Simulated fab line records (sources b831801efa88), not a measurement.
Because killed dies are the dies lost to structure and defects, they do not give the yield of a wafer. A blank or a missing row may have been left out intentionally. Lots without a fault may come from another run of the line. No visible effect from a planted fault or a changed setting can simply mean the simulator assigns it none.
fab line records || flow sky130 || part 2 of 2: steps 24 to 33 of 33
record: {"lots": 5, "wafers": 15, "last-day": 50}
route steps=708 shown RES_PROTECT@214 POLY_GATE@217 LDD_N@237
lots untouched by any fault: they come from a run of this same line in which no faults occurred
start-h: hours from the record's first day to the start of the lot's first wafer shown || wait-h: how many hours have passed since the lot's step before this one || " unchanged from the row above || L1.1+2: a single row standing in for several wafers || - either no value or no given start || * or withheld: withheld || < > ~ a bound
route shown NAME@n: names a module that has steps shown in the file, with the first one's number in the route || usual: average and standard deviation across the fault-free wafers || same: alike in all rows || chamber/n: place in a boat || sites: readings site by site || _std_site: how widely they spread, as a standard deviation || _edge_site: the outer-site mean with the inner-site mean subtracted || radius-mm: for every site, how far away it sits from the centre of the wafer || mask NAME#n: copy n || behind: the tool/chamber that last shaped the wafer || hold: reason for holding the lot/hours on hold/outcome of the hold || device: transistor that didn't switch, given as n, p or np || end of line: the tests these same wafers got at the end of their route || step lacking rows: just its recipe || killed: not the wafer's yield, but the dies lost to structure and defects at the first sort || map: a wafer's dies, marking killed ones x, the rest . and places with no die _
set.NAME: the setting as run; set.NAME@STEP: as run at that earlier step || model.NAME: the simulator's own value behind a step, which no gauge read
lots at selected steps of the route; one table per step, one row per wafer
services: the hour from which a tool's chamber was out of use, counted from the record's first day as start-h (under 0 if before that day), plus the number of hours and why
== steps ==
step: SKY_LDD_N_DEHYDRATE_00
recipe: {"temp-c": 200, "time-s": 60}
usual: {"resist-line-temp-C": "22.99/0.11"}
{"lot.wafer": "L075.3", "tool": "litho-track-01", "chamber": 0, "start-h": 393.66, "wait-h": 14.3, "resist-line-temp-C": 22.86}
{"lot.wafer": "L075.4", "tool": "litho-track-01", "chamber": 0, "start-h": 393.66, "wait-h": 14.3, "resist-line-temp-C": 23.01}
{"lot.wafer": "L075.5", "tool": "litho-track-01", "chamber": 0, "start-h": 393.66, "wait-h": 14.3, "resist-line-temp-C": 23.03}
{"lot.wafer": "L078.1", "tool": "litho-track-01", "chamber": 0, "start-h": 416.31, "wait-h": 14.3, "resist-line-temp-C": 23.07}
{"lot.wafer": "L078.3", "tool": "litho-track-01", "chamber": 0, "start-h": 416.31, "wait-h": 14.3, "resist-line-temp-C": 23.10}
{"lot.wafer": "L078.5", "tool": "litho-track-01", "chamber": 0, "start-h": 416.31, "wait-h": 14.3, "resist-line-temp-C": 22.99}
{"lot.wafer": "L082.2", "tool": "litho-track-04", "chamber": 0, "start-h": 455.33, "wait-h": 15.6, "resist-line-temp-C": 22.92}
{"lot.wafer": "L082.3", "tool": "litho-track-04", "chamber": 0, "start-h": 455.33, "wait-h": 15.6, "resist-line-temp-C": 23.10}
{"lot.wafer": "L082.4", "tool": "litho-track-04", "chamber": 0, "start-h": 455.33, "wait-h": 15.6, "resist-line-temp-C": 22.94}
{"lot.wafer": "L087.4", "tool": "litho-track-04", "chamber": 0, "start-h": 511.23, "wait-h": 14.2, "resist-line-temp-C": 23.06}
{"lot.wafer": "L087.5", "tool": "litho-track-04", "chamber": 0, "start-h": 511.23, "wait-h": 14.2, "resist-line-temp-C": 23.04}
{"lot.wafer": "L087.6", "tool": "litho-track-04", "chamber": 0, "start-h": 511.23, "wait-h": 14.2, "resist-line-temp-C": 23.14}
{"lot.wafer": "L094.1", "tool": "litho-track-04", "chamber": 0, "start-h": 571.76, "wait-h": 13.4, "resist-line-temp-C": 22.99}
{"lot.wafer": "L094.2", "tool": "litho-track-04", "chamber": 0, "start-h": 571.76, "wait-h": 13.4, "resist-line-temp-C": 22.87}
{"lot.wafer": "L094.4", "tool": "litho-track-04", "chamber": 0, "start-h": 571.76, "wait-h": 13.4, "resist-line-temp-C": 22.88}
step: SKY_LDD_N_HMDS_01
recipe: {"prime-time-s": 60, "prime-temp-c": 120}
usual: {"resist-line-temp-C": "23.02/0.1"}
{"lot.wafer": "L075.3", "tool": "litho-track-01", "chamber": 0, "start-h": 393.81, "wait-h": 0.1, "resist-line-temp-C": 23.06}
{"lot.wafer": "L075.4", "tool": "litho-track-01", "chamber": 0, "start-h": 393.81, "wait-h": 0.1, "resist-line-temp-C": 23.09}
{"lot.wafer": "L075.5", "tool": "litho-track-01", "chamber": 0, "start-h": 393.81, "wait-h": 0.1, "resist-line-temp-C": 23.07}
{"lot.wafer": "L078.1", "tool": "litho-track-01", "chamber": 0, "start-h": 416.46, "wait-h": 0.1, "resist-line-temp-C": 22.95}
{"lot.wafer": "L078.3", "tool": "litho-track-01", "chamber": 0, "start-h": 416.46, "wait-h": 0.1, "resist-line-temp-C": 22.91}
{"lot.wafer": "L078.5", "tool": "litho-track-01", "chamber": 0, "start-h": 416.46, "wait-h": 0.1, "resist-line-temp-C": 22.97}
{"lot.wafer": "L082.2", "tool": "litho-track-04", "chamber": 0, "start-h": 455.48, "wait-h": 0.1, "resist-line-temp-C": 23.16}
{"lot.wafer": "L082.3", "tool": "litho-track-04", "chamber": 0, "start-h": 455.48, "wait-h": 0.1, "resist-line-temp-C": 23.22}
{"lot.wafer": "L082.4", "tool": "litho-track-04", "chamber": 0, "start-h": 455.48, "wait-h": 0.1, "resist-line-temp-C": 23.14}
{"lot.wafer": "L087.4", "tool": "litho-track-04", "chamber": 0, "start-h": 511.38, "wait-h": 0.1, "resist-line-temp-C": 22.73}
{"lot.wafer": "L087.5", "tool": "litho-track-04", "chamber": 0, "start-h": 511.38, "wait-h": 0.1, "resist-line-temp-C": 23.27}
{"lot.wafer": "L087.6", "tool": "litho-track-04", "chamber": 0, "start-h": 511.38, "wait-h": 0.1, "resist-line-temp-C": 23.27}
{"lot.wafer": "L094.1", "tool": "litho-track-04", "chamber": 0, "start-h": 571.91, "wait-h": 0.1, "resist-line-temp-C": 23.08}
{"lot.wafer": "L094.2", "tool": "litho-track-04", "chamber": 0, "start-h": 571.91, "wait-h": 0.1, "resist-line-temp-C": 22.96}
{"lot.wafer": "L094.4", "tool": "litho-track-04", "chamber": 0, "start-h": 571.91, "wait-h": 0.1, "resist-line-temp-C": 23.02}
step: SKY_LDD_N_COAT_02
recipe: {"resist": "NOVOLAK", "spin-rpm": 3000, "resist-thk-nm": 300}
usual: {"resist-line-temp-C": "23.00/0.11", "spin-speed-rpm": "2999.8/1.8"}
{"lot.wafer": "L075.3", "tool": "litho-track-01", "chamber": 0, "start-h": 393.96, "wait-h": 0.1, "resist-line-temp-C": 23.05, "spin-speed-rpm": 3000.4}
{"lot.wafer": "L075.4", "tool": "litho-track-01", "chamber": 0, "start-h": 393.96, "wait-h": 0.1, "resist-line-temp-C": 22.90, "spin-speed-rpm": 2998.1}
{"lot.wafer": "L075.5", "tool": "litho-track-01", "chamber": 0, "start-h": 393.96, "wait-h": 0.1, "resist-line-temp-C": 22.98, "spin-speed-rpm": 3000.8}
{"lot.wafer": "L078.1", "tool": "litho-track-01", "chamber": 0, "start-h": 416.61, "wait-h": 0.1, "resist-line-temp-C": 23.17, "spin-speed-rpm": 3005.2}
{"lot.wafer": "L078.3", "tool": "litho-track-01", "chamber": 0, "start-h": 416.61, "wait-h": 0.1, "resist-line-temp-C": 23.19, "spin-speed-rpm": 3002.3}
{"lot.wafer": "L078.5", "tool": "litho-track-01", "chamber": 0, "start-h": 416.61, "wait-h": 0.1, "resist-line-temp-C": 23.12, "spin-speed-rpm": 2998.9}
{"lot.wafer": "L082.2", "tool": "litho-track-04", "chamber": 0, "start-h": 455.63, "wait-h": 0.1, "resist-line-temp-C": 22.87, "spin-speed-rpm": 2999.4}
{"lot.wafer": "L082.3", "tool": "litho-track-04", "chamber": 0, "start-h": 455.63, "wait-h": 0.1, "resist-line-temp-C": 23.01, "spin-speed-rpm": 3003.4}
{"lot.wafer": "L082.4", "tool": "litho-track-04", "chamber": 0, "start-h": 455.63, "wait-h": 0.1, "resist-line-temp-C": 23.12, "spin-speed-rpm": 3003.3}
{"lot.wafer": "L087.4", "tool": "litho-track-04", "chamber": 0, "start-h": 511.53, "wait-h": 0.1, "resist-line-temp-C": 23.26, "spin-speed-rpm": 2999.0}
{"lot.wafer": "L087.5", "tool": "litho-track-04", "chamber": 0, "start-h": 511.53, "wait-h": 0.1, "resist-line-temp-C": 22.94, "spin-speed-rpm": 2999.5}
{"lot.wafer": "L087.6", "tool": "litho-track-04", "chamber": 0, "start-h": 511.53, "wait-h": 0.1, "resist-line-temp-C": 23.16, "spin-speed-rpm": 2999.8}
{"lot.wafer": "L094.1", "tool": "litho-track-04", "chamber": 0, "start-h": 572.06, "wait-h": 0.1, "resist-line-temp-C": 22.85, "spin-speed-rpm": 3000.6}
{"lot.wafer": "L094.2", "tool": "litho-track-04", "chamber": 0, "start-h": 572.06, "wait-h": 0.1, "resist-line-temp-C": 23.10, "spin-speed-rpm": 3001.0}
{"lot.wafer": "L094.4", "tool": "litho-track-04", "chamber": 0, "start-h": 572.06, "wait-h": 0.1, "resist-line-temp-C": 22.93, "spin-speed-rpm": 3002.2}
step: SKY_LDD_N_SOFTBAKE_03
recipe: {"temp-c": 90, "time-s": 60, "resist": "NOVOLAK"}
usual: {"resist-line-temp-C": "23.01/0.1"}
{"lot.wafer": "L075.3", "tool": "litho-track-01", "chamber": 0, "start-h": 394.11, "wait-h": 0.1, "resist-line-temp-C": 23.04}
{"lot.wafer": "L075.4", "tool": "litho-track-01", "chamber": 0, "start-h": 394.11, "wait-h": 0.1, "resist-line-temp-C": 22.92}
{"lot.wafer": "L075.5", "tool": "litho-track-01", "chamber": 0, "start-h": 394.11, "wait-h": 0.1, "resist-line-temp-C": 22.93}
{"lot.wafer": "L078.1", "tool": "litho-track-01", "chamber": 0, "start-h": 416.76, "wait-h": 0.1, "resist-line-temp-C": 22.92}
{"lot.wafer": "L078.3", "tool": "litho-track-01", "chamber": 0, "start-h": 416.76, "wait-h": 0.1, "resist-line-temp-C": 23.00}
{"lot.wafer": "L078.5", "tool": "litho-track-01", "chamber": 0, "start-h": 416.76, "wait-h": 0.1, "resist-line-temp-C": 23.08}
{"lot.wafer": "L082.2", "tool": "litho-track-04", "chamber": 0, "start-h": 455.78, "wait-h": 0.1, "resist-line-temp-C": 22.96}
{"lot.wafer": "L082.3", "tool": "litho-track-04", "chamber": 0, "start-h": 455.78, "wait-h": 0.1, "resist-line-temp-C": 23.00}
{"lot.wafer": "L082.4", "tool": "litho-track-04", "chamber": 0, "start-h": 455.78, "wait-h": 0.1, "resist-line-temp-C": 22.97}
{"lot.wafer": "L087.4", "tool": "litho-track-04", "chamber": 0, "start-h": 511.68, "wait-h": 0.1, "resist-line-temp-C": 23.11}
{"lot.wafer": "L087.5", "tool": "litho-track-04", "chamber": 0, "start-h": 511.68, "wait-h": 0.1, "resist-line-temp-C": 23.00}
{"lot.wafer": "L087.6", "tool": "litho-track-04", "chamber": 0, "start-h": 511.68, "wait-h": 0.1, "resist-line-temp-C": 23.01}
{"lot.wafer": "L094.1", "tool": "litho-track-04", "chamber": 0, "start-h": 572.21, "wait-h": 0.1, "resist-line-temp-C": 22.99}
{"lot.wafer": "L094.2", "tool": "litho-track-04", "chamber": 0, "start-h": 572.21, "wait-h": 0.1, "resist-line-temp-C": 23.10}
{"lot.wafer": "L094.4", "tool": "litho-track-04", "chamber": 0, "start-h": 572.21, "wait-h": 0.1, "resist-line-temp-C": 23.01}
step: SKY_LDD_N_EXPOSE_04
recipe: {"mask-id": "NTM", "target-cd-nm": 840, "na": 0.6, "source-shape": "conventional", "sigma-outer": 0.6, "dose-mj": 110}
same: {"na": 0.6}
{"lot.wafer": "L075.3+4+5", "tool": "iline-stepper-01", "chamber": 0, "start-h": "-", "wait-h": "-", "mask": "NTM#0"}
{"lot.wafer": "L078.1+3+5", "tool": "iline-stepper-02", "chamber": 0, "start-h": "-", "wait-h": "-", "mask": "NTM#0"}
{"lot.wafer": "L082.2+3+4", "tool": "iline-stepper-02", "chamber": 0, "start-h": "-", "wait-h": "-", "mask": "NTM#0"}
{"lot.wafer": "L087.4+5+6", "tool": "iline-stepper-01", "chamber": 0, "start-h": "-", "wait-h": "-", "mask": "NTM#0"}
{"lot.wafer": "L094.1+2+4", "tool": "iline-stepper-01", "chamber": 0, "start-h": "-", "wait-h": "-", "mask": "NTM#0"}
step: SKY_LDD_N_PEB_05
recipe: {"temp-c": "withheld", "time-s": "*", "resist": "NOVOLAK"}
usual: {"resist-line-temp-C": "*"}
{"lot.wafer": "L075.3", "tool": "litho-track-01", "chamber": 0, "start-h": "-", "wait-h": "-", "resist-line-temp-C": "*"}
{"lot.wafer": "L075.4", "tool": "litho-track-01", "chamber": 0, "start-h": "-", "wait-h": "-", "resist-line-temp-C": "*"}
{"lot.wafer": "L075.5", "tool": "litho-track-01", "chamber": 0, "start-h": "-", "wait-h": "-", "resist-line-temp-C": "*"}
{"lot.wafer": "L078.1", "tool": "litho-track-03", "chamber": 0, "start-h": "-", "wait-h": "-", "resist-line-temp-C": "*"}
{"lot.wafer": "L078.3", "tool": "litho-track-03", "chamber": 0, "start-h": "-", "wait-h": "-", "resist-line-temp-C": "*"}
{"lot.wafer": "L078.5", "tool": "litho-track-03", "chamber": 0, "start-h": "-", "wait-h": "-", "resist-line-temp-C": "*"}
{"lot.wafer": "L082.2", "tool": "litho-track-03", "chamber": 0, "start-h": "-", "wait-h": "-", "resist-line-temp-C": "*"}
{"lot.wafer": "L082.3", "tool": "litho-track-03", "chamber": 0, "start-h": "-", "wait-h": "-", "resist-line-temp-C": "*"}
{"lot.wafer": "L082.4", "tool": "litho-track-03", "chamber": 0, "start-h": "-", "wait-h": "-", "resist-line-temp-C": "*"}
{"lot.wafer": "L087.4", "tool": "litho-track-01", "chamber": 0, "start-h": "-", "wait-h": "-", "resist-line-temp-C": "*"}
{"lot.wafer": "L087.5", "tool": "litho-track-01", "chamber": 0, "start-h": "-", "wait-h": "-", "resist-line-temp-C": "*"}
{"lot.wafer": "L087.6", "tool": "litho-track-01", "chamber": 0, "start-h": "-", "wait-h": "-", "resist-line-temp-C": "*"}
{"lot.wafer": "L094.1", "tool": "litho-track-04", "chamber": 0, "start-h": "-", "wait-h": "-", "resist-line-temp-C": "*"}
{"lot.wafer": "L094.2", "tool": "litho-track-04", "chamber": 0, "start-h": "-", "wait-h": "-", "resist-line-temp-C": "*"}
{"lot.wafer": "L094.4", "tool": "litho-track-04", "chamber": 0, "start-h": "-", "wait-h": "-", "resist-line-temp-C": "*"}
step: SKY_LDD_N_DEVELOP_06
recipe: {"develop-time-s": 60, "dev-temp-c": 23}
usual: {"resist-line-temp-C": "23.02/0.11"}
{"lot.wafer": "L075.3", "tool": "litho-track-01", "chamber": 0, "start-h": 408.41, "wait-h": 0.1, "resist-line-temp-C": 23.09}
{"lot.wafer": "L075.4", "tool": "litho-track-01", "chamber": 0, "start-h": 408.41, "wait-h": 0.1, "resist-line-temp-C": 23.23}
{"lot.wafer": "L075.5", "tool": "litho-track-01", "chamber": 0, "start-h": 408.41, "wait-h": 0.1, "resist-line-temp-C": 23.25}
{"lot.wafer": "L078.1", "tool": "litho-track-03", "chamber": 0, "start-h": 431.73, "wait-h": 0.1, "resist-line-temp-C": 22.93}
{"lot.wafer": "L078.3", "tool": "litho-track-03", "chamber": 0, "start-h": 431.73, "wait-h": 0.1, "resist-line-temp-C": 23.09}
{"lot.wafer": "L078.5", "tool": "litho-track-03", "chamber": 0, "start-h": 431.73, "wait-h": 0.1, "resist-line-temp-C": 23.06}
{"lot.wafer": "L082.2", "tool": "litho-track-03", "chamber": 0, "start-h": 471.05, "wait-h": 0.1, "resist-line-temp-C": 23.20}
{"lot.wafer": "L082.3", "tool": "litho-track-03", "chamber": 0, "start-h": 471.05, "wait-h": 0.1, "resist-line-temp-C": 23.21}
{"lot.wafer": "L082.4", "tool": "litho-track-03", "chamber": 0, "start-h": 471.05, "wait-h": 0.1, "resist-line-temp-C": 23.09}
{"lot.wafer": "L087.4", "tool": "litho-track-01", "chamber": 0, "start-h": 527.13, "wait-h": 0.1, "resist-line-temp-C": 23.05}
{"lot.wafer": "L087.5", "tool": "litho-track-01", "chamber": 0, "start-h": 527.13, "wait-h": 0.1, "resist-line-temp-C": 23.03}
{"lot.wafer": "L087.6", "tool": "litho-track-01", "chamber": 0, "start-h": 527.13, "wait-h": 0.1, "resist-line-temp-C": 23.01}
{"lot.wafer": "L094.1", "tool": "litho-track-04", "chamber": 0, "start-h": 585.66, "wait-h": 0.1, "resist-line-temp-C": 23.11}
{"lot.wafer": "L094.2", "tool": "litho-track-04", "chamber": 0, "start-h": 585.66, "wait-h": 0.1, "resist-line-temp-C": 22.99}
{"lot.wafer": "L094.4", "tool": "litho-track-04", "chamber": 0, "start-h": 585.66, "wait-h": 0.1, "resist-line-temp-C": 23.11}
step: SKY_LDD_N_OVL_MEAS_07
usual: {"LDD_N_OVL": "0.7/1.4"}
{"lot.wafer": "L075.3", "tool": "overlay-02", "chamber": "-", "start-h": 408.52, "wait-h": 0.1, "LDD_N_OVL[nm]": 0.6}
{"lot.wafer": "L075.4", "tool": "overlay-02", "chamber": "-", "start-h": 408.52, "wait-h": 0.1, "LDD_N_OVL[nm]": -0.3}
{"lot.wafer": "L075.5", "tool": "overlay-02", "chamber": "-", "start-h": 408.52, "wait-h": 0.1, "LDD_N_OVL[nm]": 1.7}
{"lot.wafer": "L078.1", "tool": "overlay-01", "chamber": "-", "start-h": 431.88, "wait-h": 0.1, "LDD_N_OVL[nm]": 1.9}
{"lot.wafer": "L078.3", "tool": "overlay-01", "chamber": "-", "start-h": 431.88, "wait-h": 0.1, "LDD_N_OVL[nm]": 1.2}
{"lot.wafer": "L078.5", "tool": "overlay-01", "chamber": "-", "start-h": 431.88, "wait-h": 0.1, "LDD_N_OVL[nm]": 1.2}
{"lot.wafer": "L082.2", "tool": "overlay-01", "chamber": "-", "start-h": 471.18, "wait-h": 0.1, "LDD_N_OVL[nm]": 1.6}
{"lot.wafer": "L082.3", "tool": "overlay-01", "chamber": "-", "start-h": 471.18, "wait-h": 0.1, "LDD_N_OVL[nm]": 1.1}
{"lot.wafer": "L082.4", "tool": "overlay-01", "chamber": "-", "start-h": 471.18, "wait-h": 0.1, "LDD_N_OVL[nm]": 1.6}
{"lot.wafer": "L087.4", "tool": "overlay-02", "chamber": "-", "start-h": 527.22, "wait-h": 0.1, "LDD_N_OVL[nm]": -1.9}
{"lot.wafer": "L087.5", "tool": "overlay-02", "chamber": "-", "start-h": 527.22, "wait-h": 0.1, "LDD_N_OVL[nm]": -0.8}
{"lot.wafer": "L087.6", "tool": "overlay-02", "chamber": "-", "start-h": 527.22, "wait-h": 0.1, "LDD_N_OVL[nm]": -1.6}
{"lot.wafer": "L094.1", "tool": "overlay-02", "chamber": "-", "start-h": 585.81, "wait-h": 0.1, "LDD_N_OVL[nm]": 0.2}
{"lot.wafer": "L094.2", "tool": "overlay-02", "chamber": "-", "start-h": 585.81, "wait-h": 0.1, "LDD_N_OVL[nm]": 1.1}
{"lot.wafer": "L094.4", "tool": "overlay-02", "chamber": "-", "start-h": 585.81, "wait-h": 0.1, "LDD_N_OVL[nm]": 1.0}
step: SKY_LDD_N_IMPLANT_08
recipe: {"species": "As", "energy-kev": 20, "dose-cm2": 7.5e+13, "tilt-deg": "withheld", "rotation-deg": 23}
usual: {"dose-ions-cm2": "7.498e+13/8.1e+10", "rotation-deg": "23.001/0.021"}
{"lot.wafer": "L075.3", "tool": "implanter-04", "chamber": 0, "start-h": 408.59, "wait-h": 0.1, "dose-ions-cm2": 7.497e+13, "rotation-deg": 23.002}
{"lot.wafer": "L075.4", "tool": "implanter-04", "chamber": 0, "start-h": 408.59, "wait-h": 0.1, "dose-ions-cm2": 7.506e+13, "rotation-deg": 23.035}
{"lot.wafer": "L075.5", "tool": "implanter-04", "chamber": 0, "start-h": 408.59, "wait-h": 0.1, "dose-ions-cm2": 7.492e+13, "rotation-deg": 23.025}
{"lot.wafer": "L078.1", "tool": "implanter-01", "chamber": 0, "start-h": 431.91, "wait-h": 0.0, "dose-ions-cm2": 7.504e+13, "rotation-deg": 22.979}
{"lot.wafer": "L078.3", "tool": "implanter-01", "chamber": 0, "start-h": 431.91, "wait-h": 0.0, "dose-ions-cm2": 7.488e+13, "rotation-deg": 22.987}
{"lot.wafer": "L078.5", "tool": "implanter-01", "chamber": 0, "start-h": 431.91, "wait-h": 0.0, "dose-ions-cm2": 7.51e+13, "rotation-deg": 23.034}
{"lot.wafer": "L082.2", "tool": "implanter-04", "chamber": 0, "start-h": 471.24, "wait-h": 0.0, "dose-ions-cm2": 7.491e+13, "rotation-deg": 23.005}
{"lot.wafer": "L082.3", "tool": "implanter-04", "chamber": 0, "start-h": 471.24, "wait-h": 0.0, "dose-ions-cm2": 7.477e+13, "rotation-deg": 23.019}
{"lot.wafer": "L082.4", "tool": "implanter-04", "chamber": 0, "start-h": 471.24, "wait-h": 0.0, "dose-ions-cm2": 7.493e+13, "rotation-deg": 23.020}
{"lot.wafer": "L087.4", "tool": "implanter-01", "chamber": 0, "start-h": 527.32, "wait-h": 0.1, "dose-ions-cm2": 7.492e+13, "rotation-deg": 23.010}
{"lot.wafer": "L087.5", "tool": "implanter-01", "chamber": 0, "start-h": 527.32, "wait-h": 0.1, "dose-ions-cm2": 7.502e+13, "rotation-deg": 23.004}
{"lot.wafer": "L087.6", "tool": "implanter-01", "chamber": 0, "start-h": 527.32, "wait-h": 0.1, "dose-ions-cm2": 7.507e+13, "rotation-deg": 23.035}
{"lot.wafer": "L094.1", "tool": "implanter-02", "chamber": 0, "start-h": 585.84, "wait-h": 0.0, "dose-ions-cm2": 7.492e+13, "rotation-deg": 23.007}
{"lot.wafer": "L094.2", "tool": "implanter-02", "chamber": 0, "start-h": 585.84, "wait-h": 0.0, "dose-ions-cm2": 7.498e+13, "rotation-deg": 22.993}
{"lot.wafer": "L094.4", "tool": "implanter-02", "chamber": 0, "start-h": 585.84, "wait-h": 0.0, "dose-ions-cm2": 7.511e+13, "rotation-deg": 23.015}
step: SKY_LDD_N_IMPLANT_09
recipe: {"species": "As", "energy-kev": 20, "dose-cm2": 7.5e+13, "tilt-deg": "withheld", "rotation-deg": 113}
usual: {"dose-ions-cm2": "7.501e+13/8.6e+10", "rotation-deg": "113.00/0.027"}
{"lot.wafer": "L075.3", "tool": "implanter-04", "chamber": 0, "start-h": 408.74, "wait-h": 0.1, "dose-ions-cm2": 7.496e+13, "rotation-deg": 113.00}
{"lot.wafer": "L075.4", "tool": "implanter-04", "chamber": 0, "start-h": 408.74, "wait-h": 0.1, "dose-ions-cm2": 7.495e+13, "rotation-deg": 113.04}
{"lot.wafer": "L075.5", "tool": "implanter-04", "chamber": 0, "start-h": 408.74, "wait-h": 0.1, "dose-ions-cm2": 7.51e+13, "rotation-deg": 113.03}
{"lot.wafer": "L078.1", "tool": "implanter-01", "chamber": 0, "start-h": 432.06, "wait-h": 0.1, "dose-ions-cm2": 7.508e+13, "rotation-deg": 113.01}
{"lot.wafer": "L078.3", "tool": "implanter-01", "chamber": 0, "start-h": 432.06, "wait-h": 0.1, "dose-ions-cm2": 7.504e+13, "rotation-deg": 113.03}
{"lot.wafer": "L078.5", "tool": "implanter-01", "chamber": 0, "start-h": 432.06, "wait-h": 0.1, "dose-ions-cm2": 7.494e+13, "rotation-deg": 113.03}
{"lot.wafer": "L082.2", "tool": "implanter-04", "chamber": 0, "start-h": 471.39, "wait-h": 0.1, "dose-ions-cm2": 7.516e+13, "rotation-deg": 113.01}
{"lot.wafer": "L082.3", "tool": "implanter-04", "chamber": 0, "start-h": 471.39, "wait-h": 0.1, "dose-ions-cm2": 7.503e+13, "rotation-deg": 112.98}
{"lot.wafer": "L082.4", "tool": "implanter-04", "chamber": 0, "start-h": 471.39, "wait-h": 0.1, "dose-ions-cm2": 7.503e+13, "rotation-deg": 112.96}
{"lot.wafer": "L087.4", "tool": "implanter-01", "chamber": 0, "start-h": 527.47, "wait-h": 0.1, "dose-ions-cm2": 7.513e+13, "rotation-deg": 113.00}
{"lot.wafer": "L087.5", "tool": "implanter-01", "chamber": 0, "start-h": 527.47, "wait-h": 0.1, "dose-ions-cm2": 7.514e+13, "rotation-deg": 113.02}
{"lot.wafer": "L087.6", "tool": "implanter-01", "chamber": 0, "start-h": 527.47, "wait-h": 0.1, "dose-ions-cm2": 7.514e+13, "rotation-deg": 113.03}
{"lot.wafer": "L094.1", "tool": "implanter-02", "chamber": 0, "start-h": 585.99, "wait-h": 0.1, "dose-ions-cm2": 7.499e+13, "rotation-deg": 113.05}
{"lot.wafer": "L094.2", "tool": "implanter-02", "chamber": 0, "start-h": 585.99, "wait-h": 0.1, "dose-ions-cm2": 7.487e+13, "rotation-deg": 113.04}
{"lot.wafer": "L094.4", "tool": "implanter-02", "chamber": 0, "start-h": 585.99, "wait-h": 0.1, "dose-ions-cm2": 7.486e+13, "rotation-deg": 113.01}
== services ==
{"tool": "rie-diel-01", "chamber": 2, "start-h": 329.21, "hours": 18.0, "kind": "repair"}
{"tool": "rie-diel-01", "chamber": 3, "start-h": 337.41, "hours": 1.8, "kind": "repair"}
{"tool": "krf-scanner-02", "chamber": "-", "start-h": 337.90, "hours": 1.0, "kind": "pm"}
{"tool": "rie-diel-02", "chamber": 3, "start-h": 343.83, "hours": 13.0, "kind": "repair"}
{"tool": "lpcvd-02", "chamber": "-", "start-h": 349.87, "hours": 6.1, "kind": "pm"}
{"tool": "rie-diel-02", "chamber": 3, "start-h": 371.19, "hours": 2.0, "kind": "repair"}
{"tool": "rie-diel-01", "chamber": 3, "start-h": 378.15, "hours": 5.2, "kind": "repair"}
{"tool": "krf-scanner-02", "chamber": "-", "start-h": 394.45, "hours": 0.8, "kind": "pm"}
{"tool": "rie-diel-02", "chamber": "-", "start-h": 404.42, "hours": 1.4, "kind": "repair"}
{"tool": "krf-scanner-02", "chamber": "-", "start-h": 417.08, "hours": 0.8, "kind": "repair"}
{"tool": "plasma-asher-02", "chamber": "-", "start-h": 421.31, "hours": 9.0, "kind": "pm"}
{"tool": "rie-diel-02", "chamber": 2, "start-h": 429.92, "hours": 5.2, "kind": "repair"}
{"tool": "rie-diel-01", "chamber": 2, "start-h": 430.80, "hours": 4.1, "kind": "repair"}
{"tool": "rie-diel-01", "chamber": "-", "start-h": 433.70, "hours": 3.4, "kind": "repair"}
{"tool": "implanter-01", "chamber": "-", "start-h": 443.23, "hours": 0.7, "kind": "repair"}
{"tool": "rie-diel-01", "chamber": "-", "start-h": 448.94, "hours": 17.9, "kind": "repair"}
{"tool": "rie-diel-01", "chamber": 2, "start-h": 449.12, "hours": 7.8, "kind": "repair"}
{"tool": "krf-scanner-02", "chamber": "-", "start-h": 463.02, "hours": 1.3, "kind": "pm"}
{"tool": "plasma-asher-02", "chamber": "-", "start-h": 464.99, "hours": 0.5, "kind": "repair"}
{"tool": "implanter-01", "chamber": "-", "start-h": 469.86, "hours": 2.3, "kind": "repair"}
{"tool": "implanter-04", "chamber": "-", "start-h": 487.46, "hours": 12.6, "kind": "pm"}
{"tool": "rie-diel-02", "chamber": 1, "start-h": 488.44, "hours": 10.0, "kind": "repair"}
{"tool": "lpcvd-02", "chamber": "-", "start-h": 492.32, "hours": 2.8, "kind": "pm"}
{"tool": "lpcvd-02", "chamber": "-", "start-h": 545.64, "hours": 28.1, "kind": "pm"}
